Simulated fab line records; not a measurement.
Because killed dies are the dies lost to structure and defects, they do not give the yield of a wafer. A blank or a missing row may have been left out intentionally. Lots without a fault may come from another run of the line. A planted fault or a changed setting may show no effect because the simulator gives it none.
fab line records / flow gf180mcu
[record] lots = 14 wafers = 42 last_day = 34
route steps=602 shown STI@26 NSD@242 SALICIDE@283
lots that met no fault: taken from a fault-free run of the same line
start_h: the number of hours between the record's first day and the start of the first shown wafer of the lot / wait_h: hours from the lot's prior step to this one / " unchanged from the row above / L1.1+2: several wafers, shown together as one row / - either no value or no given start / * or withheld: withheld / < > ~ a bound
route shown NAME@n: names a module that has steps shown in the file, with the first one's number in the route / usual: mean/standard deviation of fault-free wafers / same: alike in all rows / chamber/n: place in a boat / sites: each site's reading / _std_site: standard deviation across them / _edge_site: outer sites' mean less inner sites' / radius_mm: how far each site lies from the wafer's centre / mask NAME#n: copy n / behind: the tool/chamber that last shaped the wafer / hold: the reason the lot was held/the length of the hold in hours/how it ended / device: names the non-switching transistor (n, p or np) / end of line: the route-end tests of the same wafers / a step given without rows: its recipe and nothing more / killed: dies lost to structure and defects at the first sort, not the wafer's yield / map: per-die view of a wafer (x killed, . not killed, _ where there is no die)
set.NAME: the setting as run; set.NAME@STEP: as run at that earlier step / model.NAME: the simulator's own value behind a step, which no gauge read
steps of the route over a sample of lots; a table a step, a row a wafer
services: a tool's chamber out of use, with start hour (start_h, from the record's first day; less than 0 if before it), hours out, and reason
[[steps]]
[step GF_STI_CMP_25]
[recipe] stop_on = Si3N4 t_overpolish_s = 33 down_force_psi = 4 platen_rpm = 60 target_thk_nm = 524.6 pad_velocity_m_s = 0.94248
[usual] head_pressure_psi = 4.000/0.0072 motor_current_A = 12.1/1.3 overpolish_run_s = 33.000/0.0092 slurry_filter_dp_kPa = 13.49/0.14 time_to_endpoint_s = 123/4.5
lot.wafer=L276.3 tool=cmp-01 chamber=2 start_h=28.42 wait_h=0.1 head_pressure_psi=3.985 motor_current_A=11.5 overpolish_run_s=33.008 slurry_filter_dp_kPa=13.36 time_to_endpoint_s=122
lot.wafer=L276.2 tool=cmp-01 chamber=3 start_h=28.42 wait_h=0.1 head_pressure_psi=4.010 motor_current_A=13.8 overpolish_run_s=32.985 slurry_filter_dp_kPa=13.85 time_to_endpoint_s=122
lot.wafer=L276.6 tool=cmp-01 chamber=0 start_h=28.42 wait_h=0.1 head_pressure_psi=3.997 motor_current_A=9.9 overpolish_run_s=33.009 slurry_filter_dp_kPa=13.37 time_to_endpoint_s=118
lot.wafer=L277.4 tool=cmp-01 chamber=1 start_h=32.42 wait_h=0.0 head_pressure_psi=3.997 motor_current_A=12.1 overpolish_run_s=32.983 slurry_filter_dp_kPa=13.53 time_to_endpoint_s=127
lot.wafer=L277.2 tool=cmp-01 chamber=2 start_h=32.42 wait_h=0.0 head_pressure_psi=4.001 motor_current_A=12.0 overpolish_run_s=33.001 slurry_filter_dp_kPa=13.23 time_to_endpoint_s=124
lot.wafer=L277.3 tool=cmp-01 chamber=0 start_h=32.42 wait_h=0.0 head_pressure_psi=4.002 motor_current_A=10.3 overpolish_run_s=33.003 slurry_filter_dp_kPa=13.65 time_to_endpoint_s=125
lot.wafer=L278.1 tool=cmp-02 chamber=1 start_h=39.58 wait_h=0.1 head_pressure_psi=4.000 motor_current_A=10.4 overpolish_run_s=33.005 slurry_filter_dp_kPa=13.30 time_to_endpoint_s=135
lot.wafer=L278.6 tool=cmp-02 chamber=1 start_h=39.58 wait_h=0.1 head_pressure_psi=4.001 motor_current_A=9.8 overpolish_run_s=33.025 slurry_filter_dp_kPa=13.80 time_to_endpoint_s=133
lot.wafer=L278.5 tool=cmp-02 chamber=2 start_h=39.58 wait_h=0.1 head_pressure_psi=4.008 motor_current_A=11.4 overpolish_run_s=33.001 slurry_filter_dp_kPa=13.60 time_to_endpoint_s=133
lot.wafer=L279.3 tool=cmp-01 chamber=2 start_h=43.41 wait_h=0.0 head_pressure_psi=4.000 motor_current_A=11.5 overpolish_run_s=32.984 slurry_filter_dp_kPa=13.72 time_to_endpoint_s=123
lot.wafer=L279.4 tool=cmp-01 chamber=0 start_h=43.41 wait_h=0.0 head_pressure_psi=4.002 motor_current_A=10.1 overpolish_run_s=32.987 slurry_filter_dp_kPa=13.57 time_to_endpoint_s=122
lot.wafer=L279.6 tool=cmp-01 chamber=3 start_h=43.41 wait_h=0.0 head_pressure_psi=4.000 motor_current_A=12.8 overpolish_run_s=32.999 slurry_filter_dp_kPa=13.54 time_to_endpoint_s=129
lot.wafer=L280.2 tool=cmp-02 chamber=1 start_h=47.97 wait_h=0.1 head_pressure_psi=3.989 motor_current_A=10.3 overpolish_run_s=33.001 slurry_filter_dp_kPa=13.64 time_to_endpoint_s=130
lot.wafer=L280.4 tool=cmp-02 chamber=2 start_h=47.97 wait_h=0.1 head_pressure_psi=3.992 motor_current_A=11.1 overpolish_run_s=32.996 slurry_filter_dp_kPa=13.41 time_to_endpoint_s=132
lot.wafer=L280.6 tool=cmp-02 chamber=3 start_h=47.97 wait_h=0.1 head_pressure_psi=4.004 motor_current_A=12.7 overpolish_run_s=33.002 slurry_filter_dp_kPa=13.35 time_to_endpoint_s=131
lot.wafer=L281.2 tool=cmp-01 chamber=1 start_h=54.93 wait_h=0.0 head_pressure_psi=3.997 motor_current_A=12.3 overpolish_run_s=33.005 slurry_filter_dp_kPa=13.62 time_to_endpoint_s=126
lot.wafer=L281.5 tool=cmp-01 chamber=1 start_h=54.93 wait_h=0.0 head_pressure_psi=3.987 motor_current_A=12.4 overpolish_run_s=32.981 slurry_filter_dp_kPa=13.61 time_to_endpoint_s=123
lot.wafer=L281.6 tool=cmp-01 chamber=2 start_h=54.93 wait_h=0.0 head_pressure_psi=4.001 motor_current_A=12.2 overpolish_run_s=33.022 slurry_filter_dp_kPa=13.69 time_to_endpoint_s=122
lot.wafer=L282.3 tool=cmp-01 chamber=1 start_h=58.32 wait_h=0.1 head_pressure_psi=3.998 motor_current_A=12.7 overpolish_run_s=32.993 slurry_filter_dp_kPa=13.64 time_to_endpoint_s=125
lot.wafer=L282.4 tool=cmp-01 chamber=2 start_h=58.32 wait_h=0.1 head_pressure_psi=4.001 motor_current_A=12.4 overpolish_run_s=33.010 slurry_filter_dp_kPa=13.52 time_to_endpoint_s=121
lot.wafer=L282.5 tool=cmp-01 chamber=1 start_h=58.32 wait_h=0.1 head_pressure_psi=4.007 motor_current_A=12.9 overpolish_run_s=33.000 slurry_filter_dp_kPa=13.60 time_to_endpoint_s=125
lot.wafer=L283.3 tool=cmp-01 chamber=0 start_h=64.68 wait_h=0.1 head_pressure_psi=4.005 motor_current_A=10.7 overpolish_run_s=33.015 slurry_filter_dp_kPa=13.45 time_to_endpoint_s=121
lot.wafer=L283.6 tool=cmp-01 chamber=2 start_h=64.68 wait_h=0.1 head_pressure_psi=4.010 motor_current_A=11.8 overpolish_run_s=33.006 slurry_filter_dp_kPa=13.61 time_to_endpoint_s=123
lot.wafer=L283.5 tool=cmp-01 chamber=3 start_h=64.68 wait_h=0.1 head_pressure_psi=4.006 motor_current_A=13.2 overpolish_run_s=32.996 slurry_filter_dp_kPa=13.20 time_to_endpoint_s=124
lot.wafer=L284.3 tool=cmp-01 chamber=2 start_h=68.57 wait_h=0.1 head_pressure_psi=4.018 motor_current_A=11.6 overpolish_run_s=32.998 slurry_filter_dp_kPa=13.48 time_to_endpoint_s=123
lot.wafer=L284.2 tool=cmp-01 chamber=3 start_h=68.57 wait_h=0.1 head_pressure_psi=4.006 motor_current_A=13.3 overpolish_run_s=32.998 slurry_filter_dp_kPa=13.54 time_to_endpoint_s=125
lot.wafer=L284.5 tool=cmp-01 chamber=2 start_h=68.57 wait_h=0.1 head_pressure_psi=4.007 motor_current_A=11.9 overpolish_run_s=33.008 slurry_filter_dp_kPa=13.39 time_to_endpoint_s=118
lot.wafer=L285.2 tool=cmp-02 chamber=2 start_h=73.27 wait_h=0.0 head_pressure_psi=3.990 motor_current_A=11.2 overpolish_run_s=32.989 slurry_filter_dp_kPa=13.72 time_to_endpoint_s=129
lot.wafer=L285.3 tool=cmp-02 chamber=1 start_h=73.27 wait_h=0.0 head_pressure_psi=4.008 motor_current_A=10.8 overpolish_run_s=33.004 slurry_filter_dp_kPa=13.29 time_to_endpoint_s=133
lot.wafer=L285.6 tool=cmp-02 chamber=3 start_h=73.27 wait_h=0.0 head_pressure_psi=3.995 motor_current_A=13.3 overpolish_run_s=33.009 slurry_filter_dp_kPa=13.30 time_to_endpoint_s=129
lot.wafer=L286.3 tool=cmp-02 chamber=3 start_h=79.70 wait_h=0.1 head_pressure_psi=4.003 motor_current_A=12.7 overpolish_run_s=32.987 slurry_filter_dp_kPa=13.59 time_to_endpoint_s=123
lot.wafer=L286.5 tool=cmp-02 chamber=2 start_h=79.70 wait_h=0.1 head_pressure_psi=4.007 motor_current_A=11.1 overpolish_run_s=33.000 slurry_filter_dp_kPa=13.49 time_to_endpoint_s=124
lot.wafer=L286.6 tool=cmp-02 chamber=3 start_h=79.70 wait_h=0.1 head_pressure_psi=3.997 motor_current_A=12.9 overpolish_run_s=32.996 slurry_filter_dp_kPa=13.74 time_to_endpoint_s=124
lot.wafer=L293.4 tool=cmp-01 chamber=1 start_h=117.60 wait_h=0.2 head_pressure_psi=3.993 motor_current_A=12.1 overpolish_run_s=33.000 slurry_filter_dp_kPa=13.45 time_to_endpoint_s=121
lot.wafer=L293.5 tool=cmp-01 chamber=2 start_h=117.60 wait_h=0.2 head_pressure_psi=4.008 motor_current_A=12.3 overpolish_run_s=32.993 slurry_filter_dp_kPa=13.47 time_to_endpoint_s=116
lot.wafer=L293.6 tool=cmp-01 chamber=3 start_h=117.60 wait_h=0.2 head_pressure_psi=3.993 motor_current_A=14.0 overpolish_run_s=32.995 slurry_filter_dp_kPa=13.45 time_to_endpoint_s=124
lot.wafer=L296.2 tool=cmp-01 chamber=0 start_h=129.88 wait_h=0.0 head_pressure_psi=4.001 motor_current_A=10.2 overpolish_run_s=33.002 slurry_filter_dp_kPa=13.39 time_to_endpoint_s=120
lot.wafer=L296.5 tool=cmp-01 chamber=0 start_h=129.88 wait_h=0.0 head_pressure_psi=3.990 motor_current_A=10.2 overpolish_run_s=33.008 slurry_filter_dp_kPa=13.56 time_to_endpoint_s=123
lot.wafer=L296.6 tool=cmp-01 chamber=1 start_h=129.88 wait_h=0.0 head_pressure_psi=4.012 motor_current_A=12.4 overpolish_run_s=33.006 slurry_filter_dp_kPa=13.59 time_to_endpoint_s=120
lot.wafer=L299.1 tool=cmp-01 chamber=3 start_h=146.25 wait_h=0.2 head_pressure_psi=3.989 motor_current_A=13.7 overpolish_run_s=33.005 slurry_filter_dp_kPa=13.50 time_to_endpoint_s=114
lot.wafer=L299.4 tool=cmp-01 chamber=1 start_h=146.25 wait_h=0.2 head_pressure_psi=3.990 motor_current_A=12.4 overpolish_run_s=32.982 slurry_filter_dp_kPa=13.41 time_to_endpoint_s=116
lot.wafer=L299.5 tool=cmp-01 chamber=2 start_h=146.25 wait_h=0.2 head_pressure_psi=4.010 motor_current_A=11.8 overpolish_run_s=32.998 slurry_filter_dp_kPa=13.50 time_to_endpoint_s=115
[step GF_STI_WET_ETCH_28]
[recipe] chemistry = dHF target_depth_nm = 20 dry = ipa_marangoni target = SiO2 temp_c = 25 dilution = 10:1 time_s = 40
[usual] run_length_s = 68.3/2.8
lot.wafer=L276.2 tool=wet_bench-02 chamber=0 start_h=29.20 wait_h=0.0 run_length_s=65.8
lot.wafer=L276.3 tool=wet_bench-02 chamber=0 start_h=29.20 wait_h=0.0 run_length_s=65.8
lot.wafer=L276.6 tool=wet_bench-02 chamber=0 start_h=29.20 wait_h=0.0 run_length_s=65.8
lot.wafer=L277.2 tool=wet_bench-03 chamber=3 start_h=33.29 wait_h=0.0 run_length_s=67.8
lot.wafer=L277.3 tool=wet_bench-03 chamber=3 start_h=33.29 wait_h=0.0 run_length_s=67.8
lot.wafer=L277.4 tool=wet_bench-03 chamber=3 start_h=33.29 wait_h=0.0 run_length_s=67.8
lot.wafer=L278.1 tool=wet_bench-01 chamber=3 start_h=40.50 wait_h=0.0 run_length_s=66.3
lot.wafer=L278.5 tool=wet_bench-01 chamber=3 start_h=40.50 wait_h=0.0 run_length_s=66.3
lot.wafer=L278.6 tool=wet_bench-01 chamber=3 start_h=40.50 wait_h=0.0 run_length_s=66.3
lot.wafer=L279.3 tool=wet_bench-02 chamber=0 start_h=44.33 wait_h=0.0 run_length_s=72.5
lot.wafer=L279.4 tool=wet_bench-02 chamber=0 start_h=44.33 wait_h=0.0 run_length_s=72.5
lot.wafer=L279.6 tool=wet_bench-02 chamber=0 start_h=44.33 wait_h=0.0 run_length_s=72.5
lot.wafer=L280.2 tool=wet_bench-01 chamber=2 start_h=48.75 wait_h=0.0 run_length_s=66.4
lot.wafer=L280.4 tool=wet_bench-01 chamber=2 start_h=48.75 wait_h=0.0 run_length_s=66.4
lot.wafer=L280.6 tool=wet_bench-01 chamber=2 start_h=48.75 wait_h=0.0 run_length_s=66.4
lot.wafer=L281.2 tool=wet_bench-03 chamber=0 start_h=55.86 wait_h=0.0 run_length_s=72.9
lot.wafer=L281.5 tool=wet_bench-03 chamber=0 start_h=55.86 wait_h=0.0 run_length_s=72.9
lot.wafer=L281.6 tool=wet_bench-03 chamber=0 start_h=55.86 wait_h=0.0 run_length_s=72.9
lot.wafer=L282.3 tool=wet_bench-03 chamber=2 start_h=59.15 wait_h=0.0 run_length_s=73.6
lot.wafer=L282.4 tool=wet_bench-03 chamber=2 start_h=59.15 wait_h=0.0 run_length_s=73.6
lot.wafer=L282.5 tool=wet_bench-03 chamber=2 start_h=59.15 wait_h=0.0 run_length_s=73.6
lot.wafer=L283.3 tool=wet_bench-02 chamber=2 start_h=65.50 wait_h=0.0 run_length_s=71.2
lot.wafer=L283.5 tool=wet_bench-02 chamber=2 start_h=65.50 wait_h=0.0 run_length_s=71.2
lot.wafer=L283.6 tool=wet_bench-02 chamber=2 start_h=65.50 wait_h=0.0 run_length_s=71.2
lot.wafer=L284.2 tool=wet_bench-02 chamber=2 start_h=69.46 wait_h=0.0 run_length_s=118.1
lot.wafer=L284.3 tool=wet_bench-02 chamber=2 start_h=69.46 wait_h=0.0 run_length_s=118.1
lot.wafer=L284.5 tool=wet_bench-02 chamber=2 start_h=69.46 wait_h=0.0 run_length_s=118.1
lot.wafer=L285.2 tool=wet_bench-02 chamber=3 start_h=74.14 wait_h=0.0 run_length_s=113.9
lot.wafer=L285.3 tool=wet_bench-02 chamber=3 start_h=74.14 wait_h=0.0 run_length_s=113.9
lot.wafer=L285.6 tool=wet_bench-02 chamber=3 start_h=74.14 wait_h=0.0 run_length_s=113.9
lot.wafer=L286.3 tool=wet_bench-02 chamber=0 start_h=80.54 wait_h=0.0 run_length_s=111.5
lot.wafer=L286.5 tool=wet_bench-02 chamber=0 start_h=80.54 wait_h=0.0 run_length_s=111.5
lot.wafer=L286.6 tool=wet_bench-02 chamber=0 start_h=80.54 wait_h=0.0 run_length_s=111.5
lot.wafer=L293.4 tool=wet_bench-03 chamber=1 start_h=118.32 wait_h=0.0 run_length_s=72.7
lot.wafer=L293.5 tool=wet_bench-03 chamber=1 start_h=118.32 wait_h=0.0 run_length_s=72.7
lot.wafer=L293.6 tool=wet_bench-03 chamber=1 start_h=118.32 wait_h=0.0 run_length_s=72.7
lot.wafer=L296.2 tool=wet_bench-03 chamber=0 start_h=130.76 wait_h=0.0 run_length_s=67.4
lot.wafer=L296.5 tool=wet_bench-03 chamber=0 start_h=130.76 wait_h=0.0 run_length_s=67.4
lot.wafer=L296.6 tool=wet_bench-03 chamber=0 start_h=130.76 wait_h=0.0 run_length_s=67.4
lot.wafer=L299.1 tool=wet_bench-01 chamber=3 start_h=147.08 wait_h=0.0 run_length_s=66.0
lot.wafer=L299.4 tool=wet_bench-01 chamber=3 start_h=147.08 wait_h=0.0 run_length_s=66.0
lot.wafer=L299.5 tool=wet_bench-01 chamber=3 start_h=147.08 wait_h=0.0 run_length_s=66.0
[step GF_NSD_CD_MEAS_07]
[recipe] target_cd_nm = 400
[usual] cd_nm = 400/3
lot.wafer=L276.2 tool=cd_sem-01 chamber=- start_h=299.30 wait_h=0.1 cd_nm=395
lot.wafer=L276.3 tool=cd_sem-01 chamber=- start_h=299.30 wait_h=0.1 cd_nm=399
lot.wafer=L276.6 tool=cd_sem-01 chamber=- start_h=299.30 wait_h=0.1 cd_nm=397
lot.wafer=L277.2 tool=cd_sem-01 chamber=- start_h=301.53 wait_h=0.1 cd_nm=399
lot.wafer=L277.3 tool=cd_sem-01 chamber=- start_h=301.53 wait_h=0.1 cd_nm=400
lot.wafer=L277.4 tool=cd_sem-01 chamber=- start_h=301.53 wait_h=0.1 cd_nm=402
lot.wafer=L278.1 tool=cd_sem-01 chamber=- start_h=312.75 wait_h=0.1 cd_nm=391
lot.wafer=L278.5 tool=cd_sem-01 chamber=- start_h=312.75 wait_h=0.1 cd_nm=393
lot.wafer=L278.6 tool=cd_sem-01 chamber=- start_h=312.75 wait_h=0.1 cd_nm=392
lot.wafer=L279.3 tool=cd_sem-01 chamber=- start_h=318.65 wait_h=0.1 cd_nm=403
lot.wafer=L279.4 tool=cd_sem-01 chamber=- start_h=318.65 wait_h=0.1 cd_nm=403
lot.wafer=L279.6 tool=cd_sem-01 chamber=- start_h=318.65 wait_h=0.1 cd_nm=405
lot.wafer=L280.2 tool=cd_sem-01 chamber=- start_h=327.68 wait_h=0.1 cd_nm=396
lot.wafer=L280.4 tool=cd_sem-01 chamber=- start_h=327.68 wait_h=0.1 cd_nm=399
lot.wafer=L280.6 tool=cd_sem-01 chamber=- start_h=327.68 wait_h=0.1 cd_nm=398
lot.wafer=L282.3 tool=cd_sem-01 chamber=- start_h=346.67 wait_h=0.1 cd_nm=398
lot.wafer=L282.4 tool=cd_sem-01 chamber=- start_h=346.67 wait_h=0.1 cd_nm=400
lot.wafer=L282.5 tool=cd_sem-01 chamber=- start_h=346.67 wait_h=0.1 cd_nm=399
lot.wafer=L281.2 tool=cd_sem-01 chamber=- start_h=348.40 wait_h=0.1 cd_nm=403
lot.wafer=L281.5 tool=cd_sem-01 chamber=- start_h=348.40 wait_h=0.1 cd_nm=403
lot.wafer=L281.6 tool=cd_sem-01 chamber=- start_h=348.40 wait_h=0.1 cd_nm=404
lot.wafer=L283.3 tool=cd_sem-01 chamber=- start_h=356.70 wait_h=0.1 cd_nm=400
lot.wafer=L283.5 tool=cd_sem-01 chamber=- start_h=356.70 wait_h=0.1 cd_nm=399
lot.wafer=L283.6 tool=cd_sem-01 chamber=- start_h=356.70 wait_h=0.1 cd_nm=400
lot.wafer=L284.2 tool=cd_sem-02 chamber=- start_h=360.98 wait_h=0.1 cd_nm=401
lot.wafer=L284.3 tool=cd_sem-02 chamber=- start_h=360.98 wait_h=0.1 cd_nm=404
lot.wafer=L284.5 tool=cd_sem-02 chamber=- start_h=360.98 wait_h=0.1 cd_nm=403
lot.wafer=L285.2 tool=cd_sem-02 chamber=- start_h=377.15 wait_h=0.1 cd_nm=398
lot.wafer=L285.3 tool=cd_sem-02 chamber=- start_h=377.15 wait_h=0.1 cd_nm=397
lot.wafer=L285.6 tool=cd_sem-02 chamber=- start_h=377.15 wait_h=0.1 cd_nm=394
lot.wafer=L286.3 tool=cd_sem-02 chamber=- start_h=386.87 wait_h=3.7 cd_nm=400
lot.wafer=L286.5 tool=cd_sem-02 chamber=- start_h=386.87 wait_h=3.7 cd_nm=399
lot.wafer=L286.6 tool=cd_sem-02 chamber=- start_h=386.87 wait_h=3.7 cd_nm=400
lot.wafer=L293.4 tool=cd_sem-01 chamber=- start_h=445.57 wait_h=0.1 cd_nm=398
lot.wafer=L293.5 tool=cd_sem-01 chamber=- start_h=445.57 wait_h=0.1 cd_nm=400
lot.wafer=L293.6 tool=cd_sem-01 chamber=- start_h=445.57 wait_h=0.1 cd_nm=399
lot.wafer=L296.2 tool=cd_sem-01 chamber=- start_h=462.17 wait_h=0.1 cd_nm=404
lot.wafer=L296.5 tool=cd_sem-01 chamber=- start_h=462.17 wait_h=0.1 cd_nm=403
lot.wafer=L296.6 tool=cd_sem-01 chamber=- start_h=462.17 wait_h=0.1 cd_nm=403
lot.wafer=L299.1 tool=cd_sem-02 chamber=- start_h=490.75 wait_h=0.1 cd_nm=395
lot.wafer=L299.4 tool=cd_sem-02 chamber=- start_h=490.75 wait_h=0.1 cd_nm=396
lot.wafer=L299.5 tool=cd_sem-02 chamber=- start_h=490.75 wait_h=0.1 cd_nm=395
[step GF_SALICIDE_THK_MEAS_05]
[recipe] thk_meas_gauge = xrf reads = TiN_of_SALICIDE_SPUTTER_03
[usual] SALICIDE_TIN_THK = 19.9/0.36
lot.wafer=L276.2 tool=film_metro-02 chamber=- start_h=341.59 wait_h=0.1 SALICIDE_TIN_THK[nm]=19.9
lot.wafer=L276.3 tool=film_metro-02 chamber=- start_h=341.59 wait_h=0.1 SALICIDE_TIN_THK[nm]=19.9
lot.wafer=L276.6 tool=film_metro-02 chamber=- start_h=341.59 wait_h=0.1 SALICIDE_TIN_THK[nm]=20.1
lot.wafer=L277.2 tool=film_metro-03 chamber=- start_h=343.76 wait_h=0.1 SALICIDE_TIN_THK[nm]=19.7
lot.wafer=L277.3 tool=film_metro-03 chamber=- start_h=343.76 wait_h=0.1 SALICIDE_TIN_THK[nm]=19.8
lot.wafer=L277.4 tool=film_metro-03 chamber=- start_h=343.76 wait_h=0.1 SALICIDE_TIN_THK[nm]=19.6
lot.wafer=L278.1 tool=film_metro-04 chamber=- start_h=355.79 wait_h=0.1 SALICIDE_TIN_THK[nm]=20.1
lot.wafer=L278.5 tool=film_metro-04 chamber=- start_h=355.79 wait_h=0.1 SALICIDE_TIN_THK[nm]=19.9
lot.wafer=L278.6 tool=film_metro-04 chamber=- start_h=355.79 wait_h=0.1 SALICIDE_TIN_THK[nm]=19.9
lot.wafer=L279.3 tool=film_metro-04 chamber=- start_h=362.95 wait_h=0.1 SALICIDE_TIN_THK[nm]=19.9
lot.wafer=L279.4 tool=film_metro-04 chamber=- start_h=362.95 wait_h=0.1 SALICIDE_TIN_THK[nm]=19.8
lot.wafer=L279.6 tool=film_metro-04 chamber=- start_h=362.95 wait_h=0.1 SALICIDE_TIN_THK[nm]=19.7
lot.wafer=L280.2 tool=film_metro-03 chamber=- start_h=371.46 wait_h=0.1 SALICIDE_TIN_THK[nm]=19.2
lot.wafer=L280.4 tool=film_metro-03 chamber=- start_h=371.46 wait_h=0.1 SALICIDE_TIN_THK[nm]=19.5
lot.wafer=L280.6 tool=film_metro-03 chamber=- start_h=371.46 wait_h=0.1 SALICIDE_TIN_THK[nm]=19.3
lot.wafer=L282.3 tool=film_metro-04 chamber=- start_h=393.21 wait_h=0.1 SALICIDE_TIN_THK[nm]=19.7
lot.wafer=L282.4 tool=film_metro-04 chamber=- start_h=393.21 wait_h=0.1 SALICIDE_TIN_THK[nm]=19.6
lot.wafer=L282.5 tool=film_metro-04 chamber=- start_h=393.21 wait_h=0.1 SALICIDE_TIN_THK[nm]=19.6
lot.wafer=L281.2 tool=film_metro-02 chamber=- start_h=394.40 wait_h=0.1 SALICIDE_TIN_THK[nm]=20.2
lot.wafer=L281.5 tool=film_metro-02 chamber=- start_h=394.40 wait_h=0.1 SALICIDE_TIN_THK[nm]=20.2
lot.wafer=L281.6 tool=film_metro-02 chamber=- start_h=394.40 wait_h=0.1 SALICIDE_TIN_THK[nm]=20.4
lot.wafer=L283.3 tool=film_metro-04 chamber=- start_h=402.67 wait_h=0.1 SALICIDE_TIN_THK[nm]=20.7
lot.wafer=L283.5 tool=film_metro-04 chamber=- start_h=402.67 wait_h=0.1 SALICIDE_TIN_THK[nm]=20.3
lot.wafer=L283.6 tool=film_metro-04 chamber=- start_h=402.67 wait_h=0.1 SALICIDE_TIN_THK[nm]=20.5
lot.wafer=L284.2 tool=film_metro-04 chamber=- start_h=410.39 wait_h=0.1 SALICIDE_TIN_THK[nm]=19.9
lot.wafer=L284.3 tool=film_metro-04 chamber=- start_h=410.39 wait_h=0.1 SALICIDE_TIN_THK[nm]=20.0
lot.wafer=L284.5 tool=film_metro-04 chamber=- start_h=410.39 wait_h=0.1 SALICIDE_TIN_THK[nm]=20.0
lot.wafer=L285.2 tool=film_metro-03 chamber=- start_h=424.38 wait_h=0.1 SALICIDE_TIN_THK[nm]=19.7
lot.wafer=L285.3 tool=film_metro-03 chamber=- start_h=424.38 wait_h=0.1 SALICIDE_TIN_THK[nm]=19.5
lot.wafer=L285.6 tool=film_metro-03 chamber=- start_h=424.38 wait_h=0.1 SALICIDE_TIN_THK[nm]=19.8
lot.wafer=L286.3 tool=film_metro-03 chamber=- start_h=434.52 wait_h=0.1 SALICIDE_TIN_THK[nm]=20.1
lot.wafer=L286.5 tool=film_metro-03 chamber=- start_h=434.52 wait_h=0.1 SALICIDE_TIN_THK[nm]=20.1
lot.wafer=L286.6 tool=film_metro-03 chamber=- start_h=434.52 wait_h=0.1 SALICIDE_TIN_THK[nm]=20.0
lot.wafer=L293.4 tool=film_metro-03 chamber=- start_h=495.66 wait_h=0.1 SALICIDE_TIN_THK[nm]=19.6
lot.wafer=L293.5 tool=film_metro-03 chamber=- start_h=495.66 wait_h=0.1 SALICIDE_TIN_THK[nm]=19.4
lot.wafer=L293.6 tool=film_metro-03 chamber=- start_h=495.66 wait_h=0.1 SALICIDE_TIN_THK[nm]=19.4
lot.wafer=L296.2 tool=film_metro-03 chamber=- start_h=511.25 wait_h=0.1 SALICIDE_TIN_THK[nm]=20.0
lot.wafer=L296.5 tool=film_metro-03 chamber=- start_h=511.25 wait_h=0.1 SALICIDE_TIN_THK[nm]=20.1
lot.wafer=L296.6 tool=film_metro-03 chamber=- start_h=511.25 wait_h=0.1 SALICIDE_TIN_THK[nm]=20.0
lot.wafer=L299.1 tool=film_metro-02 chamber=- start_h=538.57 wait_h=0.1 SALICIDE_TIN_THK[nm]=19.5
lot.wafer=L299.4 tool=film_metro-02 chamber=- start_h=538.57 wait_h=0.1 SALICIDE_TIN_THK[nm]=19.6
lot.wafer=L299.5 tool=film_metro-02 chamber=- start_h=538.57 wait_h=0.1 SALICIDE_TIN_THK[nm]=19.7
[[services]]
tool=wet_bench-01 chamber=- start_h=7.20 hours=3.6 kind=repair
tool=wet_bench-03 chamber=- start_h=40.00 hours=4.4 kind=pm
tool=cmp-02 chamber=- start_h=42.97 hours=1.6 kind=repair
tool=cmp-02 chamber=- start_h=64.00 hours=4.0 kind=pm
tool=cmp-02 chamber=- start_h=68.00 hours=- kind=consumable_replace:conditioner
tool=cmp-02 chamber=- start_h=68.00 hours=- kind=consumable_replace:pad
tool=cmp-02 chamber=- start_h=96.79 hours=0.5 kind=repair
tool=cmp-02 chamber=- start_h=138.83 hours=26.1 kind=pm
tool=wet_bench-02 chamber=- start_h=146.68 hours=6.0 kind=repair
[[key]]
[first_sign] step = GF_STI_WET_ETCH_28 reading = run_length_s direction = up sigmas = 17 usual = * struck = *
effect none on later readings
met_at GF_STI_WET_ETCH_28
struck_lots L284,L285,L286
tester_left_out L284,L285,L286
not_acting_at GF_STI_CMP_25,GF_NSD_CD_MEAS_07,GF_SALICIDE_THK_MEAS_05
onset_between 65.50 69.46
[fault] kind = process_parameter_drift tool = wet_bench-02 chamber = - onset_h = 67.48 steps = GF_STI_WET_ETCH_28 channel = time_s offset = * shape = step end_h = 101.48 acts_in = * stated = *
// tester_left_out: of these lots the tester's yield and bins aren't shown, on N5 and GAA mostly nor the transistor test; their killed dies are dies lost to structure and defects alone, not to doping, threshold or leakage, so they don't give the yield
